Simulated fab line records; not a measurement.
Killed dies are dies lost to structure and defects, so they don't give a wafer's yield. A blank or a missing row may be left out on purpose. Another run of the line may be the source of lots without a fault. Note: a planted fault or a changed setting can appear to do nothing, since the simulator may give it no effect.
2 desks, one fault -- flow gf180mcu -- numbers are kept per desk, each desk with only its own; the story behind them comes last

AT THE METROLOGY DESK
Lot by lot, what the gauges showed, no matter which tool ran the lot: averages of those sampled wafers that carry a number. A lot is out of limits, marked OUT, if its mean lies more than 4 standard deviations from the usual mean; the brackets give that distance.
Columns: A = cdNm at GF_M2_CD_MEAS_14, usual 279.7 nm
lot,first seen here,A
L140,day 19 05:34,279.3
L141,day 19 18:49,279.3
L143,day 20 15:26,279.6
L144,day 20 16:51,280.3
L145,day 20 22:47,279.4
L147,day 21 16:34,280.8
L148,day 22 06:19,279.6
L153,day 24 04:51,277.0
L156,day 26 03:34,279.1
L158,day 26 19:17,278.8
L159,day 27 00:08,278.7
L161,day 27 08:58,280.2
L162,day 27 10:49,278.6
L160,day 27 11:11,281.1
This desk's finding: nothing out of limits on any of the 14 lots.

DESK OF THE TOOL OWNER: rieMetal-02
The tool's own readings at GF_M2_METAL_ETCH_16 (etches the open film in Cl2/BCl3, stops on SiO2, target depth 750.8 nm, time 125.1 s): means of the sampled wafers that have a number, for each lot that ran on this tool. A lot is out of limits, marked OUT, if its mean lies more than 4 standard deviations from the usual mean; the brackets give that distance.
Columns: A = drypumpMotorCurrentA at GF_M2_METAL_ETCH_16, usual 5.8 A; B = oesProductAu at GF_M2_METAL_ETCH_16, usual 0.992 a.u.; C = rfFwdPowerW at GF_M2_METAL_ETCH_16, usual 796.0 W; D = throttleValvePct at GF_M2_METAL_ETCH_16, usual 28.229 %
lot,first seen here,A,B,C,D
L140,day 19 05:43,6.0,0.991,797.6,28.225
L141,day 19 18:58,6.3,0.990,795.6,28.228
L144,day 20 16:59,6.7,0.984,791.5,28.237
L145,day 20 22:56,6.0,0.992,798.0,28.231
L147,day 21 16:43,6.6,0.904 (-17) OUT,796.8,28.335 (+11) OUT
L148,day 22 06:28,6.2,0.859 (-26) OUT,794.8,28.375 (+15) OUT
L156,day 26 03:43,6.0,0.994,796.4,28.232
L160,day 27 11:19,5.7,0.992,793.1,28.230
This desk's finding: out of limits on L147, L148; first on L147, day 21 16:43 (oesProductAu at GF_M2_METAL_ETCH_16). In limits: L140, L141, L144, L145, L156, L160.

ALL TOGETHER
On L147, L148, at day 21 16:43, an alarm was possible from the tool owner's desk.
Nothing out of limits was seen by the metrology desk.
The metrology desk has L147, L148 on record, within its limits.
The lots listed all ran GF_M2_METAL_ETCH_16 on rieMetal-02.

WHAT HAD BEEN PUT IN BY THE SIMULATOR
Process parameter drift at GF_M2_METAL_ETCH_16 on rieMetal-02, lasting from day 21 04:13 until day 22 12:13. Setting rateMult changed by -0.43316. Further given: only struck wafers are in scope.
Shown lots that were struck: L147, L148.
Delay in hours, fault start to first out-of-limits reading, by desk: the tool owner's desk at 13.
